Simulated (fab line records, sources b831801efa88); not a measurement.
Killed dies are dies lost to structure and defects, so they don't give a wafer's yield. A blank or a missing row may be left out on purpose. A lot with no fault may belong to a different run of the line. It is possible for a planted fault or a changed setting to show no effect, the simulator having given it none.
A lot that was struck, set against a sound lot ; flow sky130 ; 16 out of 708 route steps
Sound: these wafers, L937.3, L937.4, L937.5. Struck: wafers L932.3, L932.5, L932.6. The cause comes at the end.
Order at every step that has rows: each side's tool, ch and its chambers, its first start. Under that, the readings that differ: sound wafers ; struck wafers ; difference of the means ; sigmas: that difference in standard deviations of wafers without a fault.
alike: same words and numbers on both sides, and readings whose means sit less than 2 such deviations apart. not compared: any withheld reading, any reading some wafer has no value for, any bound like >300 that may hide the same value, and any number with overlapping values for which the record gives no deviation.
A row with sigmas, a row that says differs or no value, or rows on one side alone: a step with any of these is where the two part. Numbers that don't overlap but have no deviation are shown without sigmas and don't part them. A reading missing from all wafers of one side parts the sides only when that side holds two or more wafers.

first, 4 steps without rows for these wafers: SKY_RES_XHIGH_EXPOSE_04 (exposes mask URPM, target cd 1270 nm); SKY_RES_XHIGH_PEB_05; SKY_RES_XHIGH_DEVELOP_06 (develop time 60 s); SKY_RES_XHIGH_IMPLANT_07.
SKY_RES_XHIGH_STRIP_08: strips in O2/N2.
  sound on plasma asher-02 ch 0,1, day 33 08:52; struck on plasma asher-01 ch 0,1, day 32 04:10
  alike: drypump motor current A, oes product au, strip time to endpoint s
  not compared: rf hours counter h
SKY_RES_XHIGH_TW_MEAS_09:
  sound on film metro-04 at day 33 08:58; struck on film metro-02 at day 32 04:15
reading;sound;struck;difference;sigmas
RES_XHIGH_TW;1691 1681 1686;1632 1621 1632;-58;-3
then, 6 steps without rows for these wafers: SKY_SD_N_DEHYDRATE_00 (time 60 s); SKY_SD_N_HMDS_01 (prime time 60 s); SKY_SD_N_COAT_02 (resist thk 1140 nm); SKY_SD_N_SOFTBAKE_03 (time 60 s); SKY_SD_N_EXPOSE_04 (exposes mask NSDM, target cd 380 nm); SKY_SD_N_PEB_05.
SKY_SD_N_DEVELOP_06: develop time 60 s.
  sound on litho track-04 ch 0, day 34 11:56; struck on litho track-01 ch 0, day 33 07:46
reading;sound;struck;difference;sigmas
developer temp C (C);23.07 23.20 23.08;20.71 20.72 20.67;-2.42;-25
SKY_SD_N_CD_MEAS_07: the cd target is 380 nm.
  sound on cd sem-01 at day 34 12:05; struck on cd sem-02 at day 33 07:54
reading;sound;struck;difference;sigmas
cd nm (nm);380.5 380.9 379.2;385.6 385.0 385.4;+5.1;+2
SKY_SD_N_OVL_MEAS_08:
  sound on overlay-02 at day 34 12:10; struck on overlay-01 at day 33 07:59
reading;sound;struck;difference;sigmas
SD_N_OVL (nm);-2.1 -4.0 -3.3;-1.2 0.8 -2.4;+2.2;+2
-- record jumps: 16 days separate the struck wafers' starts on either side; left off in module SD_N, taken up again in module PAD_OPEN, whose first shown step is the route's number 708 --
SKY_PAD_OPEN_PROBE_99:
  sound on prober-02 at day 50 07:43; struck on prober-01 at day 49 15:37
  alike: killed_at_M0_to_M3, killed_at_M4_up, killed at contacts, killed at front end, killed at other, killed dies, killed open, killed short

== WHERE THEY PART ==
Last at SKY_SD_N_OVL_MEAS_08 as far as this record goes, first at SKY_RES_XHIGH_TW_MEAS_09. Later steps at which nothing parts them and some readings are alike: SKY_PAD_OPEN_PROBE_99.

WHY: what the simulator had put in
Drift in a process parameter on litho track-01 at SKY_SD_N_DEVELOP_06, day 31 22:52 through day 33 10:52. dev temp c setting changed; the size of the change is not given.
